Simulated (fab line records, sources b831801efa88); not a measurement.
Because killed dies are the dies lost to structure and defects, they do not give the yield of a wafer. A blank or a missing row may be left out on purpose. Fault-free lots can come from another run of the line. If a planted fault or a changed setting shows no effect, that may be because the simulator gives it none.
Chamber matching | flow sky130 | SKY_CONTACT_ETCH_16 on rie_diel-01: 4 sister chambers
The step etches BARC in N2/H2, stops on SiO2, time 45.9 s, target depth 60 nm. 20 wafers are shown with their chamber, then 10 later ones without.

## EACH WAFER AND ITS CHAMBER
wafer  | chamber | drypump_motor_current_A (A) | throttle_valve_pct (%) | oes_product_au (a.u.)
L075.1 | 1       | 4.9                         | 13.225                 | 0.848
L075.3 | 3       | 5.7                         | 13.217                 | 0.857
L075.5 | 0       | 5.9                         | 13.233                 | 0.856
L078.3 | 1       | 4.9                         | 13.215                 | 0.853
L078.5 | 1       | 4.9                         | 13.233                 | 0.856
L078.6 | 0       | 5.9                         | 13.239                 | 0.860
L079.2 | 3       | 5.7                         | 13.211                 | 0.860
L079.4 | 2       | 5.8                         | 13.228                 | 0.857
L079.6 | 0       | 5.9                         | 13.226                 | 0.855
L080.3 | 3       | 5.7                         | 13.213                 | 0.854
L080.4 | 0       | 5.9                         | 13.235                 | 0.855
L080.6 | 3       | 5.7                         | 13.217                 | 0.856
L081.2 | 0       | 5.9                         | 13.230                 | 0.849
L081.3 | 2       | 5.8                         | 13.216                 | 0.858
L081.6 | 0       | 5.9                         | 13.231                 | 0.852
L084.2 | 1       | 5.0                         | 13.220                 | 0.863
L084.4 | 3       | 5.7                         | 13.216                 | 0.863
L084.5 | 1       | 4.9                         | 13.217                 | 0.851
L092.2 | 3       | 5.7                         | 13.219                 | 0.853
L092.4 | 2       | 5.8                         | 13.237                 | 0.863

SIGNATURES, as means of the wafers listed above
reading                 | chamber 0 | chamber 1 | chamber 2 | chamber 3 | scatter within a chamber
drypump_motor_current_A | 5.900     | 4.920     | 5.800     | 5.700     | 0.0224
throttle_valve_pct      | 13.23233  | 13.22200  | 13.22700  | 13.21550  | 0.00598
oes_product_au          | 0.85450   | 0.85420   | 0.85933   | 0.85717   | 0.00427
Rule: distance of a wafer from a chamber = root of the sum over the readings of ((wafer's reading minus chamber's mean) / reading's scatter) squared. The wafer belongs to the nearest chamber; if the next one is less than 2 further off, it can't be placed. The scatter is the square root of a quotient: the sum, over the shown wafers, of each reading's squared deviation from its chamber's mean, divided by wafers minus chambers.

## WAFERS WITH NO CHAMBER GIVEN
wafer  | drypump_motor_current_A (A) | throttle_valve_pct (%) | oes_product_au (a.u.)
L092.5 | 5.9                         | 13.229                 | 0.856
L093.2 | 5.9                         | 13.223                 | 0.865
L093.5 | 4.9                         | 13.226                 | 0.862
L093.6 | 5.8                         | 13.209                 | 0.857
L094.4 | 4.9                         | 13.223                 | 0.854
L094.5 | 5.9                         | 13.233                 | 0.857
L094.6 | 5.7                         | 13.229                 | 0.857
L097.1 | 4.9                         | 13.238                 | 0.858
L097.4 | 5.9                         | 13.212                 | 0.862
L097.6 | 5.8                         | 13.231                 | 0.861

## CHAMBER TAKEN BY EACH
wafer  | from the rows above     | in truth
L092.5 | 0                       | 0
L093.2 | can't be placed: 0 or 2 | 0
L093.5 | 1                       | 1
L093.6 | can't be placed: 2 or 3 | 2
L094.4 | 1                       | 1
L094.5 | 0                       | 0
L094.6 | 3                       | 3
L097.1 | 1                       | 1
L097.4 | can't be placed: 0 or 2 | 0
L097.6 | 2                       | 2
Correct placement for 7 of the 10. Not placeable from these rows: 3 (in 3, the candidates include the true chamber). Wrongly placed: 0.
